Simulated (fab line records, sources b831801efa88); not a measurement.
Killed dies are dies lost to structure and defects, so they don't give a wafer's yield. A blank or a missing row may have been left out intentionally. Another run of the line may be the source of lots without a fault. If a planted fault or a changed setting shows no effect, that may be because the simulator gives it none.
fab line records ; flow sky130
record: lots: 6; wafers: 18; last_day: 49
route steps=708 shown VT_ADJUST_HVTP@89 VT_ADJUST_LVTN@97
lots with no fault: from the same line, run without faults
start_h: hours from the record's first day to the start of the lot's first wafer shown ; wait_h: how many hours have passed since the lot's step before this one ; " repeats the value in the row above ; L1.1+2: a row that stands for several wafers ; - no value, or no start was given ; * or withheld: withheld ; < > ~ a bound
route shown NAME@n: a module of which the file shows steps, and the number in the route of the first ; usual: the fault-free wafers' mean and standard deviation ; same: alike in all rows ; chamber/n: place in a boat ; sites: each site's reading ; _std_site: how widely they spread, as a standard deviation ; _edge_site: outer sites' mean less inner sites' ; radius_mm: how far each site lies from the wafer's centre ; mask NAME#n: copy n ; behind: the most recent tool/chamber to have shaped the wafer ; hold: reason for holding the lot/hours on hold/outcome of the hold ; device: transistor that didn't switch, given as n, p or np ; end of line: the route-end tests of the same wafers ; where a step has no rows: the recipe by itself ; killed: not the wafer's yield, but the dies lost to structure and defects at the first sort ; map: dies across one wafer; x = killed, . = not, _ = none there
set.NAME: setting as actually run; set.NAME@STEP: the setting as run at that earlier step ; model.NAME: the simulator's own value behind a step, which no gauge read
lots at selected steps of the route; one table per step, one row per wafer
services: from which hour (start_h, from the record's first day; less than 0 if before it) a tool's chamber was out of use, for how many hours, and why
== steps ==
step: SKY_VT_ADJUST_HVTP_EXPOSE_04
recipe: mask_id: HVTPM; na: 0.6; source_shape: conventional; sigma_outer: 0.6; polarization: unpolarized; target_cd_nm: 380; dose_mj: 140
step: SKY_VT_ADJUST_HVTP_PEB_05
recipe: temp_c: withheld; time_s: *; resist: NOVOLAK
step: SKY_VT_ADJUST_HVTP_DEVELOP_06
recipe: resist: NOVOLAK; developer: TMAH; develop_time_s: 60; dev_temp_c: 23
step: SKY_VT_ADJUST_HVTP_CD_MEAS_07
recipe: target_cd_nm: 380
usual: cd_nm: 379.9/2.6
lot.wafer;tool;chamber;start_h;wait_h;cd_nm
L631.1;cd_sem-01;-;120.67;0.1;377.3
L631.2;cd_sem-01;-;120.67;0.1;377.8
L631.4;cd_sem-01;-;120.67;0.1;378.2
L636.1;cd_sem-02;-;166.22;0.1;379.7
L636.4;cd_sem-02;-;166.22;0.1;381.5
L636.6;cd_sem-02;-;166.22;0.1;382.1
L637.3;cd_sem-01;-;166.43;0.1;379.4
L637.4;cd_sem-01;-;166.43;0.1;379.3
L637.6;cd_sem-01;-;166.43;0.1;380.1
L645.1;cd_sem-02;-;212.72;0.1;385.2
L645.4;cd_sem-02;-;212.72;0.1;383.9
L645.5;cd_sem-02;-;212.72;0.1;385.6
L646.1;cd_sem-01;-;215.62;0.1;374.1
L646.4;cd_sem-01;-;215.62;0.1;378.0
L646.6;cd_sem-01;-;215.62;0.1;377.9
L647.3;cd_sem-02;-;222.46;0.1;379.3
L647.5;cd_sem-02;-;222.46;0.1;380.1
L647.6;cd_sem-02;-;222.46;0.1;379.2
step: SKY_VT_ADJUST_HVTP_OVL_MEAS_08
usual: VT_ADJUST_HVTP_OVL: 0.7/1.3
lot.wafer;tool;chamber;start_h;wait_h;VT_ADJUST_HVTP_OVL[nm]
L631.1;overlay-02;-;120.79;0.1;3.1
L631.2;overlay-02;-;120.79;0.1;1.1
L631.4;overlay-02;-;120.79;0.1;1.9
L636.1;overlay-02;-;166.34;0.1;0.4
L636.4;overlay-02;-;166.34;0.1;1.5
L636.6;overlay-02;-;166.34;0.1;1.3
L637.3;overlay-01;-;166.53;0.1;0.8
L637.4;overlay-01;-;166.53;0.1;-0.2
L637.6;overlay-01;-;166.53;0.1;-0.1
L645.1;overlay-02;-;212.84;0.1;0.2
L645.4;overlay-02;-;212.84;0.1;2.0
L645.5;overlay-02;-;212.84;0.1;1.5
L646.1;overlay-02;-;215.74;0.1;0.0
L646.4;overlay-02;-;215.74;0.1;-0.4
L646.6;overlay-02;-;215.74;0.1;-1.2
L647.3;overlay-02;-;222.55;0.1;1.0
L647.5;overlay-02;-;222.55;0.1;1.2
L647.6;overlay-02;-;222.55;0.1;-0.5
step: SKY_VT_ADJUST_HVTP_IMPLANT_09
recipe: species: As; energy_kev: 150; dose_cm2: 4.3e+12; tilt_deg: withheld
step: SKY_VT_ADJUST_HVTP_STRIP_10
recipe: chemistry: O2/N2; power_w: 1400; pressure_mtorr: 1500; platen_temp_c: withheld; o2_flow_sccm: 3000; n2_flow_sccm: 300; overash_fraction: 0.5
usual: drypump_motor_current_A: 5.9/0.44; oes_product_au: 0.716/0.0041; strip_time_to_endpoint_s: 14.20/0.041
lot.wafer;tool;chamber;start_h;wait_h;drypump_motor_current_A;oes_product_au;rf_hours_counter_h;strip_time_to_endpoint_s
L631.1;plasma_asher-02;1;120.97;0.1;5.7;0.708;0;14.19
L631.2;plasma_asher-02;0;120.97;0.1;6.0;0.716;0;14.21
L631.4;plasma_asher-02;1;120.97;0.1;5.7;0.719;-;14.21
L636.1;plasma_asher-01;1;166.52;0.1;6.7;0.725;36;14.14
L636.4;plasma_asher-01;0;166.52;0.1;5.8;0.710;-;14.16
L636.6;plasma_asher-01;1;166.52;0.1;6.7;0.715;-;14.14
L637.3;plasma_asher-02;0;166.73;0.1;5.9;0.713;-;14.21
L637.4;plasma_asher-02;1;166.73;0.1;5.7;0.721;-;14.21
L637.6;plasma_asher-02;0;166.73;0.1;5.9;0.718;-;14.21
L645.1;plasma_asher-02;0;213.02;0.1;6.0;0.714;10;14.17
L645.4;plasma_asher-02;0;213.02;0.1;6.0;0.718;-;14.21
L645.5;plasma_asher-02;1;213.02;0.1;5.7;0.718;-;14.17
L646.1;plasma_asher-04;0;215.92;0.1;5.2;0.710;52;14.21
L646.4;plasma_asher-04;1;215.92;0.1;5.9;0.719;-;14.16
L646.6;plasma_asher-04;1;215.92;0.1;5.9;0.716;-;14.22
L647.3;plasma_asher-04;1;222.75;0.1;5.9;0.715;-;14.21
L647.5;plasma_asher-04;1;222.75;0.1;5.9;0.709;-;14.18
L647.6;plasma_asher-04;0;222.75;0.1;5.2;0.721;-;14.24
step: SKY_VT_ADJUST_HVTP_TW_MEAS_11
usual: VT_ADJUST_HVTP_TW: 1375/18
lot.wafer;tool;chamber;start_h;wait_h;VT_ADJUST_HVTP_TW
L631.1;film_metro-02;-;121.07;0.1;1348
L631.2;film_metro-02;-;121.07;0.1;1352
L631.4;film_metro-02;-;121.07;0.1;1347
L636.1;film_metro-01;-;166.62;0.1;1395
L636.4;film_metro-01;-;166.62;0.1;1390
L636.6;film_metro-01;-;166.62;0.1;1388
L637.3;film_metro-02;-;166.82;0.1;1361
L637.4;film_metro-02;-;166.82;0.1;1361
L637.6;film_metro-02;-;166.82;0.1;1363
L645.1;film_metro-01;-;213.12;0.1;1392
L645.4;film_metro-01;-;213.12;0.1;1391
L645.5;film_metro-01;-;213.12;0.1;1391
L646.1;film_metro-02;-;216.02;0.1;1362
L646.4;film_metro-02;-;216.02;0.1;1361
L646.6;film_metro-02;-;216.02;0.1;1367
L647.3;film_metro-02;-;222.84;0.1;1364
L647.5;film_metro-02;-;222.84;0.1;1364
L647.6;film_metro-02;-;222.84;0.1;1373
step: SKY_VT_ADJUST_LVTN_DEHYDRATE_00
recipe: temp_c: 200; time_s: 60
step: SKY_VT_ADJUST_LVTN_HMDS_01
recipe: prime_time_s: 60; prime_temp_c: 120
step: SKY_VT_ADJUST_LVTN_COAT_02
recipe: spin_rpm: 2000; resist_thk_nm: 3000
step: SKY_VT_ADJUST_LVTN_SOFTBAKE_03
recipe: temp_c: 110; time_s: withheld
step: SKY_VT_ADJUST_LVTN_EXPOSE_04
recipe: mask_id: NWM_COMPLEMENT_LESS_NATIVE; na: 0.6; source_shape: conventional; sigma_outer: 0.6; polarization: unpolarized; target_cd_nm: 840; dose_mj: 194
usual: exposure_dose_mJ_cm2: 193.99/0.18; focus_offset_nm: 0.1/0.58
lot.wafer;tool;chamber;start_h;wait_h;mask;exposure_dose_mJ_cm2;focus_offset_nm
L631.1;iline_stepper-02;0;130.14;-;NWM_COMPLEMENT_LESS_NATIVE#0;193.95;0.3
L631.2;iline_stepper-02;0;130.14;-;NWM_COMPLEMENT_LESS_NATIVE#0;194.24;-0.4
L631.4;iline_stepper-02;0;130.14;-;NWM_COMPLEMENT_LESS_NATIVE#0;194.35;0.4
L636.1;iline_stepper-02;-;176.74;-;NWM_COMPLEMENT_LESS_NATIVE#0;-;-
L636.4;iline_stepper-02;-;176.74;-;NWM_COMPLEMENT_LESS_NATIVE#0;-;-
L636.6;iline_stepper-02;-;176.74;-;NWM_COMPLEMENT_LESS_NATIVE#0;-;-
L637.3;iline_stepper-01;-;177.03;-;NWM_COMPLEMENT_LESS_NATIVE#0;-;-
L637.4;iline_stepper-01;-;177.03;-;NWM_COMPLEMENT_LESS_NATIVE#0;-;-
L637.6;iline_stepper-01;-;177.03;-;NWM_COMPLEMENT_LESS_NATIVE#0;-;-
L645.1;iline_stepper-01;0;224.77;-;NWM_COMPLEMENT_LESS_NATIVE#0;193.72;0.7
L645.4;iline_stepper-01;0;224.77;-;NWM_COMPLEMENT_LESS_NATIVE#0;194.18;0.5
L645.5;iline_stepper-01;0;224.77;-;NWM_COMPLEMENT_LESS_NATIVE#0;194.02;-0.2
L646.1;iline_stepper-02;0;227.67;-;NWM_COMPLEMENT_LESS_NATIVE#0;194.04;0.1
L646.4;iline_stepper-02;0;227.67;-;NWM_COMPLEMENT_LESS_NATIVE#0;194.19;0.9
L646.6;iline_stepper-02;0;227.67;-;NWM_COMPLEMENT_LESS_NATIVE#0;194.20;0.7
L647.3;iline_stepper-02;0;233.38;-;NWM_COMPLEMENT_LESS_NATIVE#0;194.03;0.3
L647.5;iline_stepper-02;0;233.38;-;NWM_COMPLEMENT_LESS_NATIVE#0;193.82;-0.4
L647.6;iline_stepper-02;0;233.38;-;NWM_COMPLEMENT_LESS_NATIVE#0;193.75;0.4
step: SKY_VT_ADJUST_LVTN_PEB_05
recipe: temp_c: 115; time_s: withheld
== services ==
tool;chamber;start_h;hours;kind
plasma_asher-02;-;108.75;9.0;pm
plasma_asher-02;0;108.75;9.0;vent_cycle
plasma_asher-02;1;108.75;9.0;vent_cycle
iline_stepper-02;-;110.51;1.0;repair
plasma_asher-02;0;117.75;-;clean
plasma_asher-02;1;117.75;-;clean
plasma_asher-04;-;119.11;3.1;repair
iline_stepper-01;-;143.46;1.7;pm
plasma_asher-02;-;172.07;0.6;repair
iline_stepper-01;-;206.09;7.7;repair
plasma_asher-01;-;206.10;2.0;repair
plasma_asher-01;-;222.45;2.2;repair
== key ==
first_sign: step: SKY_VT_ADJUST_LVTN_EXPOSE_04; reading: tool_record; direction: missing
effect none on later readings
met_at SKY_VT_ADJUST_LVTN_EXPOSE_04
struck_wafers L636.1,L636.4,L636.6,L637.3,L637.4,L637.6
sort_left_out L636.1,L636.4,L636.6,L637.3,L637.4,L637.6
tester_left_out L636,L637
onset_between 130.14 176.74
fault: kind: skipped_step_whole; tool: iline_stepper-01,iline_stepper-02; chamber: -; onset_h: 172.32; steps: SKY_VT_ADJUST_LVTN_EXPOSE_04; scope: struck_lots_only
tester_left_out: of these lots the tester's yield and bins aren't shown, on N5 and GAA mostly nor the transistor test; their killed dies are dies lost to structure and defects alone, not to doping, threshold or leakage, so they don't give the yield
sort_left_out: the simulated sort isn't trusted on such a fault, so these wafers' sort isn't shown, and their yield isn't known
